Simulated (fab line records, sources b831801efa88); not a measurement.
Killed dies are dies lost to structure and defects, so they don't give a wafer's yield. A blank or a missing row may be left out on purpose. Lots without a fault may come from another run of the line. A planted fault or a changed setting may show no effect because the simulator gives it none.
fab line records | flow sky130
record lots=6 wafers=16 last_day=50
route steps=708 shown RES_XHIGH@339 SD_N@342 SD_P@359 PAD_OPEN@708
lots that met no fault: from a run of the same line without faults
start_h: hours from the record's first day to the start of the lot's first wafer shown | wait_h: hours since the lot's step before | " the same as in the row above | L1.1+2: a row that stands for several wafers | - no value, or no start given | * or withheld: withheld | < > ~ a bound
route shown NAME@n: a module of which the file shows steps, and the number in the route of the first | usual: mean/standard deviation of fault-free wafers | same: alike in all rows | chamber/n: place in a boat | sites: the reading at each site | _std_site: their standard deviation | _edge_site: outer sites' mean less inner sites' | radius_mm: how far each site lies from the wafer's centre | mask NAME#n: copy n | behind: the tool/chamber that last shaped the wafer | hold: why the lot was held/for how many hours/how that ended | device: the transistor (n, p or np) that didn't switch | end of line: the same wafers' tests at the end of the route | a step without rows: its recipe alone | killed: dies lost to structure and defects at the first sort, not the wafer's yield | map: a wafer's dies, x killed, . not, _ none there
set.NAME: the setting as run; set.NAME@STEP: as run at that earlier step | model.NAME: the simulator's own value behind a step, which no gauge read
lots at some steps of the route; a table a step, a row a wafer
services: from which hour (start_h, from the record's first day; less than 0 if before it) a tool's chamber was out of use, for how many hours, and why
## steps
# step SKY_RES_XHIGH_IMPLANT_07
# recipe species=BF2 energy_kev=20 dose_cm2=3.6e+14 tilt_deg=0
# step SKY_RES_XHIGH_STRIP_08
# recipe chemistry=O2/N2 power_w=1400 pressure_mtorr=1500 platen_temp_c=withheld o2_flow_sccm=3000 n2_flow_sccm=300 overash_fraction=0.5
# usual chamber_pressure_mTorr=1499.9/1.3 drypump_motor_current_A=5.4/0.35 oes_product_au=0.711/0.0045 strip_time_to_endpoint_s=14.28/0.036
# columns lot.wafer tool chamber start_h wait_h chamber_pressure_mTorr drypump_motor_current_A oes_product_au rf_hours_counter_h strip_time_to_endpoint_s
L932.1 plasma_asher-03 1 624.31 0.1 1500.9 5.1 0.716 80 14.27
L932.4 " 0 " " 1498.5 5.1 0.723 - 14.26
L932.6 " 0 " " 1499.9 5.0 0.718 - 14.32
L938.4 plasma_asher-01 1 676.41 0.1 1502.9 5.8 0.709 - 14.31
L938.5 " 1 " " 1500.0 5.9 0.708 - 14.28
L938.6 " 0 " " 1499.4 5.5 0.713 - 14.34
L942.4 plasma_asher-03 0 709.21 0.1 1500.7 5.1 0.712 - 14.22
L942.5 " 0 " " 1501.8 5.0 0.722 - 14.30
L944.2 plasma_asher-03 1 725.12 0.1 1500.4 5.1 0.712 90 14.25
L944.4 " 0 " " 1500.5 5.0 0.710 - 14.25
L951.2 plasma_asher-04 0 782.48 0.1 1498.0 6.0 0.717 4 14.34
L951.4 " 0 " " 1500.4 6.0 0.710 - 14.32
L951.6 " 1 " " 1500.8 5.5 0.714 - 14.30
L954.1 plasma_asher-03 0 800.18 0.1 1499.3 5.1 0.708 97 14.26
L954.2 " 1 " " 1500.0 5.1 0.704 97 14.27
L954.3 " 0 " " 1502.2 5.0 0.710 - 14.28
# step SKY_RES_XHIGH_TW_MEAS_09
# usual RES_XHIGH_TW=1627/6.6
# columns lot.wafer tool chamber start_h wait_h RES_XHIGH_TW
L932.1 film_metro-04 - 624.41 0.1 1634
L932.4 " - " " 1633
L932.6 " - " " 1630
L938.4 film_metro-01 - 676.51 0.1 1628
L938.5 " - " " 1630
L938.6 " - " " 1631
L942.4 film_metro-01 - 709.31 0.1 1625
L942.5 " - " " 1626
L944.2 film_metro-01 - 725.23 0.1 1617
L944.4 " - " " 1632
L951.2 film_metro-04 - 782.59 0.1 1644
L951.4 " - " " 1643
L951.6 " - " " 1635
L954.1 film_metro-04 - 800.28 0.1 1630
L954.2 " - " " 1639
L954.3 " - " " 1630
# step SKY_SD_N_DEHYDRATE_00
# recipe temp_c=200 time_s=60
# step SKY_SD_N_HMDS_01
# recipe prime_time_s=60 prime_temp_c=120
# step SKY_SD_N_COAT_02
# recipe resist=NOVOLAK spin_rpm=3000 resist_thk_nm=1140
# step SKY_SD_N_SOFTBAKE_03
# recipe temp_c=90 time_s=60 resist=NOVOLAK
# step SKY_SD_N_EXPOSE_04
# recipe mask_id=NSDM na=0.6 source_shape=conventional sigma_outer=0.6 polarization=unpolarized target_cd_nm=380 dose_mj=141
# step SKY_SD_N_PEB_05
# recipe temp_c=withheld time_s=* resist=NOVOLAK
# step SKY_SD_N_DEVELOP_06
# recipe resist=NOVOLAK developer=TMAH develop_time_s=60 dev_temp_c=23
# step SKY_SD_N_CD_MEAS_07
# recipe target_cd_nm=380
# usual cd_nm=379.5/2.8
# columns lot.wafer tool chamber start_h wait_h cd_nm
L932.1 cd_sem-01 - 652.62 0.1 379.6
L932.4 " - " " 384.0
L932.6 " - " " 379.1
L938.4 cd_sem-01 - 703.74 0.1 378.9
L938.5 " - " " 381.2
L938.6 " - " " 378.4
L942.4 cd_sem-02 - 736.14 0.1 372.8
L942.5 " - " " 374.4
L944.2 cd_sem-02 - 752.25 0.1 377.8
L944.4 " - " " 375.6
L951.2 cd_sem-02 - 809.25 0.1 381.1
L951.4 " - " " 379.7
L951.6 " - " " 380.5
L954.1 cd_sem-02 - 826.42 0.1 377.8
L954.2 " - " " 380.4
L954.3 " - " " 383.4
# step SKY_SD_N_OVL_MEAS_08
# usual SD_N_OVL=0.0/1.5
# columns lot.wafer tool chamber start_h wait_h SD_N_OVL[nm]
L932.1 overlay-01 - 652.74 0.1 -1.4
L932.4 " - " " -2.7
L932.6 " - " " -1.9
L938.4 overlay-01 - 703.82 0.1 -0.6
L938.5 " - " " 0.8
L938.6 " - " " 0.8
L942.4 overlay-01 - 736.22 0.1 1.2
L942.5 " - " " 1.4
L944.2 overlay-02 - 752.36 0.1 0.2
L944.4 " - " " 2.4
L951.2 overlay-02 - 809.36 0.1 0.7
L951.4 " - " " 1.9
L951.6 " - " " 1.2
L954.1 overlay-02 - 826.54 0.1 0.8
L954.2 " - " " 1.5
L954.3 " - " " 0.7
# step SKY_SD_N_IMPLANT_09
# recipe species=As energy_kev=50 dose_cm2=4e+15 tilt_deg=0
# usual beam_on_s=20.2/0.66 faraday_current_uA=10901/350
# columns lot.wafer tool chamber start_h wait_h beam_on_s faraday_current_uA
L932.1 implanter-04 0 652.77 0.0 19.8 11118
L932.4 " 0 " " 19.9 10955
L932.6 " 0 " " 19.7 11191
L938.4 implanter-01 0 703.91 0.1 20.6 10685
L938.5 " 0 " " 20.7 10617
L938.6 " 0 " " 20.8 10577
L942.4 implanter-01 0 736.31 0.1 21.0 10533
L942.5 " 0 " " 17.1 12878
L944.2 implanter-01 0 752.41 0.0 17.6 12498
L944.4 " 0 " " 20.7 10601
L951.2 implanter-02 0 809.41 0.0 19.3 11407
L951.4 " 0 " " 20.2 10878
L951.6 " 0 " " 20.1 10906
L954.1 implanter-02 0 826.58 0.0 20.0 10953
L954.2 " 0 " " 19.4 11325
L954.3 " 0 " " 20.3 10835
# step SKY_SD_N_IMPLANT_10
# recipe species=P energy_kev=20 dose_cm2=1e+14 tilt_deg=0
# step SKY_SD_N_STRIP_11
# recipe chemistry=O2/N2 power_w=1400 pressure_mtorr=1500 platen_temp_c=withheld o2_flow_sccm=3000 n2_flow_sccm=300 overash_fraction=0.5
# usual chamber_pressure_mTorr=1499.8/1.2 drypump_motor_current_A=5.69/0.28 oes_product_au=0.527/0.0043 strip_time_to_endpoint_s=22.54/0.052
# columns lot.wafer tool chamber start_h wait_h chamber_pressure_mTorr drypump_motor_current_A oes_product_au rf_hours_counter_h strip_time_to_endpoint_s
L932.1 plasma_asher-02 1 653.07 0.1 1499.3 5.19 0.528 53 22.63
L932.4 " 1 " " 1498.6 5.18 0.530 - 22.57
L932.6 " 0 " " 1501.1 6.22 0.530 - 22.60
L938.4 plasma_asher-04 1 704.17 0.1 1497.8 5.53 0.527 - 22.54
L938.5 " 1 " " 1497.8 5.51 0.526 - 22.52
L938.6 " 0 " " 1499.7 6.00 0.524 - 22.53
L942.4 plasma_asher-02 0 736.57 0.1 1499.5 6.23 0.527 - 22.58
L942.5 " 1 " " 1501.2 5.17 0.539 - 21.84
L944.2 plasma_asher-01 0 752.69 0.1 1500.3 5.44 0.540 33 21.87
L944.4 " 1 " " 1499.2 5.85 0.521 - 22.51
L951.2 plasma_asher-01 1 809.69 0.1 1499.7 5.86 0.529 40 22.47
L951.4 " 1 " " 1500.7 5.84 0.530 - 22.52
L951.6 " 0 " " 1499.2 5.45 0.517 - 22.49
L954.1 plasma_asher-04 1 826.88 0.1 1500.6 5.52 0.523 7 22.59
L954.2 " 0 " " 1498.5 5.97 0.529 7 22.63
L954.3 " 1 " " 1499.7 5.50 0.523 - 22.57
# step SKY_SD_N_TW_MEAS_12
# usual SD_N_TW=3961/30
# columns lot.wafer tool chamber start_h wait_h SD_N_TW
L932.1 film_metro-01 - 653.17 0.1 3925
L932.4 " - " " 3954
L932.6 " - " " 3915
L938.4 film_metro-04 - 704.27 0.1 3957
L938.5 " - " " 3953
L938.6 " - " " 3950
L942.4 film_metro-02 - 736.67 0.1 3926
L942.5 " - " " 3913
L944.2 film_metro-02 - 752.80 0.1 3902
L944.4 " - " " 3922
L951.2 film_metro-02 - 809.80 0.1 4031
L951.4 " - " " 4011
L951.6 " - " " 3998
L954.1 film_metro-04 - 826.98 0.1 3938
L954.2 " - " " 3926
L954.3 " - " " 3930
# step SKY_SD_N_CLEAN_13
# recipe chemistry=SC1/SC2 mix=1:4:20 temp_c=70 time_s=150 dry=n2_spin
# step SKY_SD_N_RTA_14
# recipe temp_c=1075 time_s=2 idle_temp_c=650 ramp_up_c_per_s=150 ramp_down_c_per_s=90 ambient=N2
# usual lamp_power_pct=15.74/0.052 wafer_temp_C_max=1078.1/1.4
# columns lot.wafer tool chamber start_h wait_h lamp_power_pct wafer_temp_C_max
L932.1 rtp_anneal-02 0 653.35 0.0 15.79 1078.4
L932.4 " 0 " " 15.78 1078.1
L932.6 " 0 " " 15.81 1081.9
L938.4 rtp_anneal-01 0 704.37 0.0 15.78 1079.5
L938.5 " 0 " " 15.66 1077.7
L938.6 " 0 " " 15.75 1077.7
L942.4 rtp_anneal-01 0 736.77 0.0 15.74 1078.1
L942.5 " 0 " " 15.71 1079.1
L944.2 rtp_anneal-01 0 752.90 0.0 15.84 1076.2
L944.4 " 0 " " 15.75 1077.8
L951.2 rtp_anneal-02 0 809.91 0.0 15.73 1080.0
L951.4 " 0 " " 15.70 1076.9
L951.6 " 0 " " 15.66 1076.3
L954.1 rtp_anneal-01 0 827.09 0.0 15.68 1076.3
L954.2 " 0 " " 15.69 1077.8
L954.3 " 0 " " 15.77 1075.7
# step SKY_SD_N_RS_MEAS_16
# recipe thk_meas_gauge=four-point-probe
# usual SD_N_RS=68.54/0.15
# columns lot.wafer tool chamber start_h wait_h SD_N_RS[ohm/sq]
L932.1 film_metro-01 - 653.53 0.1 68.25
L932.4 " - " " 68.36
L932.6 " - " " 68.49
L938.4 film_metro-02 - 704.58 0.1 68.77
L938.5 " - " " 68.79
L938.6 " - " " 68.74
L942.4 film_metro-04 - 736.98 0.1 68.52
L942.5 " - " " 70.28
L944.2 film_metro-02 - 753.09 0.1 70.46
L944.4 " - " " 68.77
L951.2 film_metro-01 - 810.09 0.1 68.33
L951.4 " - " " 68.44
L951.6 " - " " 68.34
L954.1 film_metro-04 - 827.26 0.1 68.42
L954.2 " - " " 68.45
L954.3 " - " " 68.51
# step SKY_SD_N_RS_MEAS_17
# recipe thk_meas_gauge=four-point-probe
# usual SD_P_RS=147.1/0.43
# columns lot.wafer tool chamber start_h wait_h SD_P_RS[ohm/sq]
L932.1 film_metro-01 - 653.65 0.1 147.2
L932.4 " - " " 146.6
L932.6 " - " " 146.7
L938.4 film_metro-02 - 704.70 0.1 147.8
L938.5 " - " " 147.8
L938.6 " - " " 147.7
L942.4 film_metro-04 - 737.10 0.1 147.1
L942.5 " - " " 146.9
L944.2 film_metro-02 - 753.21 0.1 147.5
L944.4 " - " " 147.2
L951.2 film_metro-01 - 810.21 0.1 146.4
L951.4 " - " " 146.4
L951.6 " - " " 146.3
L954.1 film_metro-04 - 827.38 0.1 147.0
L954.2 " - " " 147.0
L954.3 " - " " 146.4
# step SKY_PAD_OPEN_PROBE_99
# usual killed_at_M0_to_M3=44/7.5 killed_at_M4_up=3.2/1.9 killed_at_contacts=23/4.7 killed_at_front_end=15/4.7 killed_at_other=0.4/0.66 killed_dies=87/9.3 killed_open=47/7.2 killed_short=39/6.5
# same gross_dies=492 killed_at_back_side=0
# columns lot.wafer tool chamber start_h wait_h killed_at_M0_to_M3 killed_at_M4_up killed_at_contacts killed_at_front_end killed_at_other killed_dies killed_open killed_short model.etest.res_ndiff.line_ohm_um model.etest.licon_ndiff.rc_ohm model.etest.res_ndiff_hv.rs_ohm_sq model.etest.res_ndiff.rs_ohm_sq
L932.1 prober-01 - 1078.91 0.1 34 4 25 14 0 77 48 29 764.5 175.8 115.4 122
L932.4 prober-01 - 1079.06 0.2 52 3 34 8 0 97 57 40 763.4 174.7 116 122.2
L932.6 prober-01 - 1079.16 0.2 48 2 22 11 2 85 57 28 769.6 175.4 115.9 120.9
L938.4 prober-01 - 1116.04 0.2 38 3 20 12 0 73 44 29 756.9 187.9 113.5 119
L938.5 prober-01 - 1116.09 0.2 49 4 13 12 0 78 33 45 748.9 185.8 114 119.1
L938.6 prober-01 - 1116.14 0.2 50 1 22 12 0 85 48 37 767.4 183.5 113.8 119.6
L942.4 prober-01 - 1144.91 0.2 46 10 18 15 1 90 50 40 781.2 180.7 114.7 121.1
L942.5 prober-01 - 1144.96 0.2 33 3 29 17 1 83 40 43 822.5 189.1 120.1 125.7
L944.2 prober-01 - 1152.07 0.1 30 3 23 19 1 76 42 33 809.9 195.2 122.1 126.5
L944.4 prober-01 - 1152.17 0.2 54 4 18 27 0 103 59 43 768.4 183 115 120.8
L951.2 prober-02 - 1190.00 0.1 45 1 25 9 0 80 42 37 761.7 190.5 113.6 119.9
L951.4 prober-02 - 1190.10 0.2 38 5 24 12 0 79 42 37 759.1 181.4 113.7 119.5
L951.6 prober-02 - 1190.20 0.2 44 1 24 15 0 84 48 36 762.3 178.9 113.3 118.5
L954.1 prober-02 - 1199.69 0.1 38 5 22 12 0 77 31 46 786.8 178.2 117.7 123.8
L954.2 prober-02 - 1199.74 0.1 43 0 27 16 0 86 44 38 763.1 184.5 117.5 123.3
L954.3 prober-02 - 1199.79 0.2 29 2 25 16 0 72 36 36 792.9 180.5 118.3 124.2
# killed by level:class
L932.1 CONTACT:geometric_particle:open=10 FIELD_ISO:geometric_particle:open=6 METAL1:geometric_particle:open=6 LI_CONTACT:geometric_particle:open=6 VIA3:geometric_particle:open=6 CONTACT:geometric_particle:short=4 VIA1:geometric_particle:open=4 LOCAL_INTERCONNECT:geometric_particle:open=3
L932.4 VIA1:geometric_particle:open=12 CONTACT:geometric_particle:open=11 VIA2:geometric_particle:open=11 CONTACT:geometric_particle:short=8 METAL1:geometric_particle:short=7 METAL2:geometric_particle:short=7 LI_CONTACT:geometric_particle:open=6 LOCAL_INTERCONNECT:geometric_particle:short=5
L932.6 VIA1:geometric_particle:open=14 CONTACT:geometric_particle:open=13 VIA3:geometric_particle:open=8 VIA2:geometric_particle:open=8 POLY_GATE:geometric_particle:open=7 METAL1:geometric_particle:short=5 VIA1:geometric_particle:short=5 CONTACT:geometric_particle:short=4
L938.4 VIA1:geometric_particle:open=11 VIA2:geometric_particle:open=8 LI_CONTACT:geometric_particle:open=6 CONTACT:geometric_particle:open=6 FIELD_ISO:geometric_particle:open=5 VIA2:geometric_particle:short=4 SPACER:geometric_particle:short=3 LI_CONTACT:geometric_particle:short=3
L938.5 VIA1:geometric_particle:open=14 METAL2:geometric_particle:short=8 METAL1:geometric_particle:short=7 VIA2:geometric_particle:open=7 LOCAL_INTERCONNECT:geometric_particle:short=5 VIA1:geometric_particle:short=5 METAL4:geometric_particle:short=4 LI_CONTACT:geometric_particle:open=4
L938.6 VIA1:geometric_particle:open=13 CONTACT:geometric_particle:open=10 VIA2:geometric_particle:open=9 METAL2:geometric_particle:short=6 CONTACT:geometric_particle:short=5 METAL1:geometric_particle:short=4 METAL1:geometric_particle:open=4 VIA1:geometric_particle:short=4
L942.4 VIA1:geometric_particle:open=11 VIA2:geometric_particle:open=9 METAL4:geometric_particle:short=8 CONTACT:geometric_particle:open=8 VIA3:geometric_particle:open=6 METAL1:geometric_particle:short=5 VIA1:geometric_particle:short=5 FIELD_ISO:geometric_particle:short=4
L942.5 CONTACT:geometric_particle:open=12 CONTACT:geometric_particle:short=10 METAL2:geometric_particle:short=9 VIA1:geometric_particle:open=7 FIELD_ISO:geometric_particle:short=5 VIA2:geometric_particle:open=5 POLY_GATE:geometric_particle:open=4 METAL1:geometric_particle:short=4
L944.2 FIELD_ISO:geometric_particle:open=9 CONTACT:geometric_particle:open=8 POLY_GATE:geometric_particle:short=5 VIA3:geometric_particle:open=5 VIA2:geometric_particle:open=5 LI_CONTACT:geometric_particle:short=4 VIA1:geometric_particle:short=4 METAL2:geometric_particle:short=4
L944.4 VIA1:geometric_particle:open=16 FIELD_ISO:geometric_particle:open=7 METAL1:geometric_particle:short=7 LI_CONTACT:geometric_particle:open=7 VIA3:geometric_particle:open=7 VIA2:geometric_particle:open=7 POLY_GATE:geometric_particle:open=6 VIA1:geometric_particle:short=6
L951.2 VIA1:geometric_particle:open=11 CONTACT:geometric_particle:open=9 METAL2:geometric_particle:short=8 VIA2:geometric_particle:open=7 LOCAL_INTERCONNECT:geometric_particle:short=5 VIA1:geometric_particle:short=5 CONTACT:geometric_particle:short=5 LI_CONTACT:geometric_particle:open=4
L951.4 VIA3:geometric_particle:open=9 CONTACT:geometric_particle:open=7 METAL2:geometric_particle:short=7 LOCAL_INTERCONNECT:geometric_particle:short=6 LI_CONTACT:geometric_particle:open=4 CONTACT:geometric_particle:short=4 VIA2:geometric_particle:short=4 METAL4:geometric_particle:short=4
L951.6 CONTACT:geometric_particle:open=12 VIA3:geometric_particle:open=9 VIA2:geometric_particle:open=7 LI_CONTACT:geometric_particle:open=6 VIA1:geometric_particle:short=5 FIELD_ISO:geometric_particle:short=4 POLY_GATE:geometric_particle:short=4 METAL1:geometric_particle:short=4
L954.1 METAL2:geometric_particle:short=10 LOCAL_INTERCONNECT:geometric_particle:short=6 CONTACT:geometric_particle:open=6 METAL1:geometric_particle:short=5 VIA3:geometric_particle:short=5 VIA3:geometric_particle:open=5 FIELD_ISO:geometric_particle:open=4 LI_CONTACT:geometric_particle:open=4
L954.2 FIELD_ISO:geometric_particle:short=9 CONTACT:geometric_particle:open=9 VIA1:geometric_particle:open=9 METAL2:geometric_particle:short=9 VIA3:geometric_particle:open=7 LI_CONTACT:geometric_particle:open=6 FIELD_ISO:geometric_particle:open=4 LI_CONTACT:geometric_particle:short=4
L954.3 VIA1:geometric_particle:open=8 LI_CONTACT:geometric_particle:open=6 VIA3:geometric_particle:open=6 LOCAL_INTERCONNECT:geometric_particle:short=6 CONTACT:geometric_particle:open=6 METAL2:geometric_particle:short=6 POLY_GATE:geometric_particle:short=5 POLY_GATE:geometric_particle:open=4
## services
# columns tool chamber start_h hours kind
implanter-02 - 607.80 1.8 repair
implanter-04 - 626.52 2.5 repair
plasma_asher-03 - 630.73 1.2 repair
implanter-04 - 641.75 5.6 pm
plasma_asher-02 - 645.45 5.3 repair
implanter-01 - 648.20 3.1 repair
implanter-01 - 670.68 1.6 repair
plasma_asher-04 - 682.13 2.8 repair
rtp_anneal-01 - 694.59 4.0 pm
implanter-04 - 699.37 1.5 repair
plasma_asher-03 - 712.82 2.8 pm
implanter-04 - 718.11 2.1 repair
implanter-04 - 730.04 10.7 pm
plasma_asher-04 - 733.75 9.0 pm
plasma_asher-04 0 733.75 9.0 vent_cycle
plasma_asher-01 - 738.13 1.7 repair
implanter-01 - 748.71 1.3 repair
implanter-04 - 749.91 1.8 repair
implanter-04 - 772.26 4.5 pm
plasma_asher-04 - 786.38 6.1 repair
plasma_asher-02 - 787.73 2.8 pm
plasma_asher-02 - 798.73 13.0 repair
rtp_anneal-02 - 800.26 3.5 pm
plasma_asher-04 - 808.40 8.5 repair
## key
first_sign step=SKY_SD_N_IMPLANT_09 reading=faraday_current_uA direction=up sigmas=5.2 usual=10901 struck=12688
effect step=SKY_SD_N_IMPLANT_09 reading=beam_on_s direction=down sigmas=4.3 usual=20.2 struck=17.3
effect step=SKY_SD_N_STRIP_11 reading=strip_time_to_endpoint_s direction=down sigmas=13 usual=* struck=*
effect step=SKY_SD_N_RS_MEAS_16 reading=SD_N_RS direction=up sigmas=12 usual=68.54 struck=70.37
model_effect step=SKY_PAD_OPEN_PROBE_99 value=etest.res_ndiff.line_ohm_um without=781.2 struck=816.2
met_at SKY_SD_N_IMPLANT_09
struck_wafers L942.5,L944.2
tester_left_out L942,L944
onset_between 703.91 736.31
fault kind=process_parameter_drift tool=implanter-01 chamber=- onset_h=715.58 steps=SKY_SD_N_IMPLANT_09 channel=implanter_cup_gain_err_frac offset=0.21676 shape=step end_h=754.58 scope=struck_wafers_only
# tester_left_out: of these lots the tester's yield and bins aren't shown, on N5 and GAA mostly nor the transistor test; their killed dies are dies lost to structure and defects alone, not to doping, threshold or leakage, so they don't give the yield
